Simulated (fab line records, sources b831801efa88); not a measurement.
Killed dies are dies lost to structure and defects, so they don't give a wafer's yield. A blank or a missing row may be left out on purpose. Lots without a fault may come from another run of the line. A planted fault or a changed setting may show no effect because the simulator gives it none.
One fault seen from 2 desks | flow gf180mcu | each desk has only its own numbers; what lay behind them comes last

THE TOOL OWNER'S DESK: rtp_anneal-01
The tool's own readings at GF_PSD_RTA_13 (time 20 s): means of the sampled wafers that have a number, for each lot that ran on this tool. A lot is out of limits, marked OUT, if its mean lies more than 4 standard deviations from the usual mean; the brackets give that distance.
Columns: A = lamp_power_pct at GF_PSD_RTA_13, usual 36.82 %; B = wafer_temp_C_max at GF_PSD_RTA_13, usual 1028.9
lot  | first seen here | A                | B
L118 | day 14 07:02    | 36.63            | 1029.0
L119 | day 14 10:38    | 36.65            | 1029.2
L120 | day 14 16:35    | 36.65            | 1028.8
L122 | day 15 10:26    | 36.65            | 1028.5
L123 | day 15 20:22    | 36.68            | 1029.4
L124 | day 16 10:09    | 36.68            | 1029.0
L127 | day 17 12:14    | 36.66            | 1028.6
L128 | day 17 19:01    | 36.67            | 1028.4
L130 | day 18 10:44    | 36.65            | 1029.2
L138 | day 21 15:50    | 35.57 (-4.5) OUT | 1018.2 (-14) OUT
L139 | day 21 21:00    | 35.61 (-4.3) OUT | 1017.2 (-15) OUT
This desk's finding: out of limits on L138, L139; first on L138, day 21 15:50 (lamp_power_pct at GF_PSD_RTA_13). In limits: L118, L119, L120, L122, L123, L124, L127, L128, L130.

THE METROLOGY DESK
What the gauges read, lot by lot, whatever tool the lot ran on: means of the sampled wafers that have a number. A lot is out of limits, marked OUT, if its mean lies more than 4 standard deviations from the usual mean; the brackets give that distance.
Columns: A = cd_nm at GF_NSD_CD_MEAS_07, usual 399.5 nm; B = NSD_OVL at GF_NSD_OVL_MEAS_08, usual 0.3 nm; C = NSD_RS at GF_PSD_RS_MEAS_14, usual 46.55 ohm/sq; D = PSD_RS at GF_PSD_RS_MEAS_15, usual 108.1 ohm/sq
lot  | first seen here | A     | B    | C               | D
L118 | day 13 09:46    | 397.8 | 0.9  | 46.43           | 107.8
L119 | day 13 13:50    | 395.8 | -0.1 | 46.54           | 108.0
L120 | day 13 18:49    | 402.4 | -1.8 | 46.67           | 108.1
L122 | day 14 12:02    | 398.1 | 1.2  | 46.61           | 108.2
L123 | day 14 21:21    | 398.5 | 0.8  | 46.58           | 108.4
L124 | day 15 10:47    | 401.7 | -0.5 | 46.54           | 108.0
L126 | day 15 23:50    | 395.7 | 0.3  | 46.48           | 107.9
L127 | day 16 12:34    | 400.4 | 1.3  | 46.50           | 108.2
L128 | day 16 19:22    | 400.8 | 1.5  | 46.62           | 108.9
L129 | day 16 19:29    | 402.3 | -0.1 | 46.60           | 108.2
L130 | day 17 10:55    | 399.9 | 0.5  | 46.43           | 107.5
L138 | day 20 14:31    | 402.1 | 0.1  | 48.09 (+18) OUT | 115.1 (+22) OUT
L139 | day 20 20:31    | 397.5 | 1.1  | 47.98 (+16) OUT | 115.2 (+22) OUT
This desk's finding: out of limits on L138, L139; first on L138, day 21 15:55 (NSD_RS at GF_PSD_RS_MEAS_14). In limits: L118, L119, L120, L122, L123, L124, L126, L127, L128, L129, L130.

PUT TOGETHER
The tool owner's desk could have raised an alarm at day 21 15:50, on L138, L139.
The metrology desk could have raised an alarm at day 21 15:55, on L138, L139.
Of the lots named, all ran GF_PSD_RTA_13 on rtp_anneal-01.

WHAT THE SIMULATOR HAD PUT IN
Process parameter drift: rtp_anneal-01, from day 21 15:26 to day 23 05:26, at GF_PSD_RTA_13. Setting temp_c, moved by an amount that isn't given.
Lots struck among those shown: L138, L139.
Hours from the fault's start to each desk's first reading out of limits: the tool owner's desk, 0; the metrology desk, 0.
